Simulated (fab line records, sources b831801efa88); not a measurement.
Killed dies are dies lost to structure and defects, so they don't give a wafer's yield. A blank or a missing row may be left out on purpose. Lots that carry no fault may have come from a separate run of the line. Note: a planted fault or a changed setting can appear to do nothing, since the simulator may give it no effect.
Problem report, 8D (eight disciplines) form, completed by code / flow gf180mcu / the parts of the form that need people (team, actions taken, sign-off) are left out

## 1. WHAT WENT WRONG
Wafers without a fault read 4.999e+13, standard deviation 6e+10; dose ions cm2 at GF_HV_LDD_IMPLANT_21 reads a mean of 4.814e+13 on 6 wafers belonging to 2 lots. That puts it -31 standard deviations away from the usual mean.
The first sign was on wafer L122.3 at day 13 15:11, on implanter-04. The record has a number at this step for 18 wafers belonging to 6 lots. Rule for "out", or "out of limits": more than 4 standard deviations from the usual mean. The other wafers with a number count as sound.

## 2. WHAT THIS IS AND IS NOT
question=which readings at this step | is=dose ions cm2 | is not=-
question=which lots | is=L122, L124 | is not=L114, L123, L133, L134
question=which wafers of those lots | is=all that have a number | is not=-
question=read on which tools | is=implanter-04 | is not=implanter-02, implanter-03
question=when | is=from day 13 15:11 | is not=up to then (3 sound wafers); but 9 sound wafers of L123, L133, L134 came after

## 3. SUSPECTS, AND WHAT RULES EACH OUT
Counting: any tool at a process step up to the reading is kept as a suspect provided that every lot that is out went through it and no sound lot did after the first of them.
- implanter-04 at GF_HV_LDD_IMPLANT_21: ruled out as a lasting fault. After its first lot that is out, L122 (day 13 15:11), sound lots L133 ran on it.
Left after counting: nothing in the record.

## 4. THE CAUSE (what the simulator had put in)
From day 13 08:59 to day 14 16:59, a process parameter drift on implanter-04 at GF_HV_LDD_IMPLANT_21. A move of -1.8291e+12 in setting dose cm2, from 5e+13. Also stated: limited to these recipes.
Counting ruled it out, wrongly.

## 5. SEQUENCE OF EFFECTS, ordered by route
Each row: a reading whose mean over the struck wafers that have a number lies more than 3 standard deviations from the usual. Scope: only readings with a usual standard deviation given in the record; hours: median across lots of the time from each lot's start at the first step in this table that gives one to its start at this step; sigmas: change in usual standard deviations.
hours=0; step=GF_HV_LDD_IMPLANT_21; reading=dose ions cm2; usual=4.999e+13; on struck wafers=4.814e+13; change=-1.848e+12; sigmas=-31
The process steps in it:
- GF_HV_LDD_IMPLANT_21

## 6. HOW IT WOULD HAVE BEEN CAUGHT EARLIER
6 hours passed between the start of the fault at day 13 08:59 and the first reading out of limits in this record, taken at day 13 15:11.
